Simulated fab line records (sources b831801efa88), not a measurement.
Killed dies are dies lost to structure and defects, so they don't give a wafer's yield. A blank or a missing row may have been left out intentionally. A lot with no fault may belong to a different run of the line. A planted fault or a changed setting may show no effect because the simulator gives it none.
A lot that was struck, set against a sound lot ; flow gf180mcu ; 15 out of 602 route steps
Sound: the wafers L729.2, L729.3, L729.4. Struck: wafers L719.2, L719.5 (left out: L719.6, a lot-mate that was not struck); the cause follows at the end.
Each step with rows lists, per side, the tool, then ch with its chambers, then its first start. Under that, the readings that differ: sound wafers ; struck wafers ; difference of the means ; sigmas: that difference in standard deviations of wafers without a fault.
alike: readings with means less than 2 such deviations apart, plus words and numbers identical on both sides. not compared: withheld readings, readings lacking a value on some wafer, bounds such as >300 that could conceal the same value, and numbers that have no deviation in the record and whose values overlap.
The two part at a step that has a row with sigmas, a row that says differs or no value, or rows on one side only. When numbers do not overlap yet have no deviation, they are printed without sigmas and do not part them. Lack of a reading on every wafer of one side parts them only where that side has two or more wafers.

GF_V1_OVL_MEAS_15:
  sound: overlay-02 at day 23 16:22; struck: overlay-01 at day 20 09:25
  alike: V1_OVL
GF_V1_ETCH_16: etches BARC in N2/H2.
  sound on rie_diel-04 ch 0,1,2, day 23 16:24; struck on rie_diel-03 ch 2,3, day 20 09:26
  alike: drypump_motor_current_A, oes_product_au, throttle_valve_pct
GF_V1_ETCH_17: etches SiO2 in C4F8/O2/Ar, stops on TiN, target depth 630 nm.
  sound on rie_diel-04 ch 0,1,2; struck on rie_diel-03 ch 2,3
  alike: oes_product_au
GF_V1_STRIP_18: strips in O2/N2.
  sound on plasma_asher-04 ch 0,1, day 23 16:32; struck on plasma_asher-04 ch 0,1, day 20 09:34
  alike: drypump_motor_current_A, heater_power_w, o2_flow_sccm, oes_product_au
  not compared: rf_hours_counter_h
then, 2 steps without rows for these wafers: GF_V1_STRIP_19 (strips in post etch residue remover, time 1200 s); GF_V1_CLEAN_20 (cleans in DIW).
GF_V1_SPUTTER_21: material Ti, target thk 15 nm, time 80.02 s.
  sound: pvd_sputter-03 at day 23 17:05; struck: pvd_sputter-04 at day 20 10:31
  alike: throttle_valve_pct
then, 2 steps without rows for these wafers: GF_V1_SPUTTER_22 (material TiN, target thk 10 nm, time 40 s); GF_V1_CVD_23 (deposits W, target thk 350 nm, time 105.05 s).
GF_V1_RS_MEAS_24: measurement is done with a four-point probe.
  sound: film_metro-01 at day 23 17:20; struck: film_metro-01 at day 20 10:44
  alike: V1_W_RS
GF_V1_THK_MEAS_25: measures by xrf.
  sound: film_metro-01 at day 23 17:26; struck: film_metro-01 at day 20 10:51
  alike: V1_W_THK
then, 1 step without rows for these wafers: GF_V1_CMP_26 (polishes, stops on SiO2, t overpolish 15 s, target thk 0 nm).
GF_M2_SPUTTER_00: material Ti, target thk 37.5 nm, time 150 s.
  sound: pvd_sputter-01 at day 23 17:47; struck: pvd_sputter-01 at day 20 11:12
reading;sound;struck;difference;sigmas
model.Ti_of_M2_SPUTTER_00.thk_nm (nm);37.15 37.12 37.76;40.17 39.35;+2.42;
  alike: throttle_valve_pct
GF_M2_SPUTTER_01: material TiN, target thk 30 nm, time 25 s.
  sound: pvd_sputter-01 at day 23 17:53; struck: pvd_sputter-01 at day 20 11:18
  alike: throttle_valve_pct
-- the record jumps here: 10 days lie between the struck wafers' starts before and after (it left off in module M2 and takes up again in module PASSIVATION, whose first step shown is number 602 of the route) --
GF_PASSIVATION_PROBE_99:
  record: rows for the struck wafers here (prober-02, day 30 21:28), none for the sound ones

== WHERE THEY PART ==
GF_PASSIVATION_PROBE_99 only, going by this record.

WHY: what had been put in by the simulator
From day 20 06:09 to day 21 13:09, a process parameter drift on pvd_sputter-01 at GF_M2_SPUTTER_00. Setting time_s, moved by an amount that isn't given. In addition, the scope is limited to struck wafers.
